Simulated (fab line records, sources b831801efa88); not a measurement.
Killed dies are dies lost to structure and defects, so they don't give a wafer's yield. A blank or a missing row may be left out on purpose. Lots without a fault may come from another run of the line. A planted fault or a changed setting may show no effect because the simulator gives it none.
Which tool did it? | flow sky130 | 11 lots, 33 wafers sampled, at 3 steps of a route of 708

WHAT THE GAUGES READ, wafer by wafer
SKY_SPACER_THK_MEAS_01.
lot  | measured     | on            | SPACER_CVD_00_THK (nm)
L284 | day 22 12:29 | film_metro-01 | 43.7 43.5 43.8
L285 | day 23 05:12 | film_metro-04 | 42.7 42.3 42.4
L286 | day 23 19:14 | film_metro-01 | 43.1 43.2 43.4
L291 | day 25 17:55 | film_metro-04 | 43.5 43.9 43.6
L292 | day 25 20:26 | film_metro-02 | 38.7 38.2 38.4
L293 | day 26 21:26 | film_metro-04 | 38.2 38.2 38.0
L302 | day 29 10:02 | film_metro-04 | 43.3 43.1 42.9
L303 | day 29 12:17 | film_metro-01 | 43.1 43.0 43.5
L304 | day 29 19:26 | film_metro-01 | 42.6 42.8 42.1
L306 | day 30 10:58 | film_metro-02 | 43.2 43.2 43.2
L307 | day 30 19:58 | film_metro-04 | 43.4 43.3 43.1

WHICH TOOL RAN EACH LOT (tool, then ch and the chambers of the sampled wafers, then the start)
lot  | SKY_LDD_LDN_STRIP_12                 | SKY_SPACER_CVD_00
L284 | plasma_asher-02 ch 1, day 22 11:04   | lpcvd-02 ch 1, day 22 11:17
L285 | plasma_asher-02 ch 0,1, day 23 03:46 | lpcvd-02 ch 1, day 23 04:00
L286 | plasma_asher-04 ch 0,1, day 23 17:13 | lpcvd-02 ch 0, day 23 17:26
L291 | plasma_asher-01 ch 0,1, day 25 16:01 | lpcvd-02 ch 1, day 25 16:43
L292 | plasma_asher-02 ch 0,1, day 25 18:40 | lpcvd-02 ch 1, day 25 19:13
L293 | plasma_asher-04 ch 0,1, day 26 20:01 | lpcvd-02 ch 1, day 26 20:14
L302 | plasma_asher-02 ch 0,1, day 29 08:37 | lpcvd-02 ch 0, day 29 08:50
L303 | plasma_asher-04 ch 0,1, day 29 09:28 | lpcvd-02 ch 0, day 29 11:05
L304 | plasma_asher-01 ch 0,1, day 29 16:19 | lpcvd-02 ch 0, day 29 18:14
L306 | plasma_asher-04 ch 0,1, day 30 09:34 | lpcvd-02 ch 0, day 30 09:46
L307 | plasma_asher-04 ch 1, day 30 18:34   | lpcvd-02 ch 0, day 30 18:46
- SKY_LDD_LDN_STRIP_12: strips in O2/N2.
- SKY_SPACER_CVD_00: deposits Si3N4 from DCS/NH3, target thk 43.1 nm, time 740 s.

THE ANSWER, worked out from the rows above alone
Rule: what is usual is taken from the lots themselves. Put in order of their means at a reading, lots are off if they are a third of the lots or fewer, leave a main group of 4 or more, and stand apart from it by a gap of 3 or more times the standard deviation of the main group's means; of several such gaps the widest counts. A main group whose means are all the same, to the digits that the tables above print for the reading, isn't used. A lot without any number at a reading at which 4 lots or more have one is off too. The other lots that the step has rows for count as sound.
Off: L292, L293, at SKY_SPACER_THK_MEAS_01 (SPACER_CVD_00_THK). The main group: mean 43.1 nm, standard deviation 0.4.
A tool fits if, at a process step before that reading, it ran every lot that is off, and no sound lot after the first of them. The gauges at SKY_SPACER_THK_MEAS_01 are tried like those tools. None of those tried fits.

WHAT THE SIMULATOR HAD PUT IN
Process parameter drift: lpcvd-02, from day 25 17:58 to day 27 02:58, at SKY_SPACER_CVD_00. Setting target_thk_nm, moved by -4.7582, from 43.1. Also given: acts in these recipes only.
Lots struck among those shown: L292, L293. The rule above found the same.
